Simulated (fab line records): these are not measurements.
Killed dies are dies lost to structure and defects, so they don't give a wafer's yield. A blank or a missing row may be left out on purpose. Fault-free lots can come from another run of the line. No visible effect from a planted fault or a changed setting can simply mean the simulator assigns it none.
A lot that was struck, set against a sound lot ; flow gf180mcu ; 15 out of 602 route steps
Sound: wafers L386.4, L386.5, L386.6. Struck: wafer L377.5. (L377.1, L377.6 of the same lot were not struck and are left out.) The cause comes at the end.
For every step that has rows: the tool of each side, followed by ch and its chambers, followed by its first start. Under that, the readings that differ: sound wafers ; struck wafers ; difference of the means ; sigmas: that difference in standard deviations of wafers without a fault.
alike: readings whose means differ by less than 2 such deviations, and words and numbers that are the same on both sides. not compared: withheld readings, readings that some wafer has no value for, bounds like >300 that may hide the same value, and numbers for which the record gives no deviation and whose values overlap.
Wherever a step has rows on one side only, a row that says differs or no value, or a row with sigmas, the two part there. Non-overlapping numbers with no deviation appear without sigmas and do not part them. A reading that every wafer of one side lacks parts them only if that side has two wafers or more.

first, 3 steps without rows for these wafers: GF_V2_EXPOSE_11 (exposes mask Via2, target cd 260 nm); GF_V2_PEB_12 (peb time 90 s); GF_V2_DEVELOP_13 (develop time 60 s).
GF_V2_CD_MEAS_14: the cd target is 260 nm.
  struck on cd-sem-01, day 23 06:52; sound on cd-sem-02, day 25 19:25
  alike: cd-nm
GF_V2_OVL_MEAS_15:
  struck on overlay-02, day 23 06:59; sound on overlay-01, day 25 19:29
  alike: V2_OVL
GF_V2_ETCH_16: etches BARC in N2/H2.
  sound on rie-diel-03 ch 2,3, day 25 19:30; struck on rie-diel-02 ch 1, day 23 07:01
  alike: bias-w, drypump-motor-current-A, n2-flow-sccm, oes-product-au, throttle-valve-pct
GF_V2_ETCH_17: etches SiO2 in C4F8/O2/Ar, stops on TiN, target depth 630 nm.
  sound on rie-diel-03 ch 2,3; struck on rie-diel-02 ch 1
  alike: bias-w, oes-product-au
GF_V2_STRIP_18: strips in O2/N2.
  sound on plasma-asher-03 ch 0,1, day 25 19:40; struck on plasma-asher-04 ch 0, day 23 07:08
  alike: drypump-motor-current-A, heater-power-w, n2-flow-sccm, oes-product-au
  not compared: rf-hours-counter-h
then, 2 steps without rows for these wafers: GF_V2_STRIP_19 (strips in post etch residue remover, time 1200 s); GF_V2_CLEAN_20 (cleans in DIW).
GF_V2_SPUTTER_21: material Ti, target thk 15 nm, time 80.02 s.
  struck on pvd-sputter-02, day 23 08:01; sound on pvd-sputter-01, day 25 20:10
  alike: cathode-dc-power-W, throttle-valve-pct
GF_V2_SPUTTER_22: material TiN, target thk 10 nm, time 40 s.
  struck on pvd-sputter-02, day 23 08:05; sound on pvd-sputter-01, day 25 20:14
reading;sound;struck;difference;sigmas
cathode-dc-power-W (W);3998.5 4000.5 3999.0;4000.7;+1.4;+2
  alike: throttle-valve-pct
GF_V2_CVD_23: deposits W, target thk 350 nm, time 104.94 s.
  sound on cvd-w-01 ch 0,1, day 25 20:18; struck on cvd-w-01 ch 0, day 23 08:07
reading;sound;struck;difference;sigmas
chamber-pressure-Torr (Torr);40.12 40.09 40.06;39.92;-0.17;-2
model.W_of_V2_CVD_23.thk-nm (nm);351.3 350.6 343.4;366.4;+18.0;
  alike: heater-power-w
  not compared: since-wet-clean-h
GF_V2_RS_MEAS_24: measures by four-point-probe.
  struck on film-metro-04, day 23 08:14; sound on film-metro-02, day 25 20:26
reading;sound;struck;difference;sigmas
V2_W_RS (ohm/sq);0.327 0.327 0.334;0.312;-0.017;-3
GF_PASSIVATION_PROBE_99:
  sound wafers here have rows in the record (prober-02, day 33 12:58); struck ones have none

## WHERE THEY PART
At GF_V2_SPUTTER_22 first; at GF_PASSIVATION_PROBE_99 last (within this record only).

WHY: the cause the simulator had injected
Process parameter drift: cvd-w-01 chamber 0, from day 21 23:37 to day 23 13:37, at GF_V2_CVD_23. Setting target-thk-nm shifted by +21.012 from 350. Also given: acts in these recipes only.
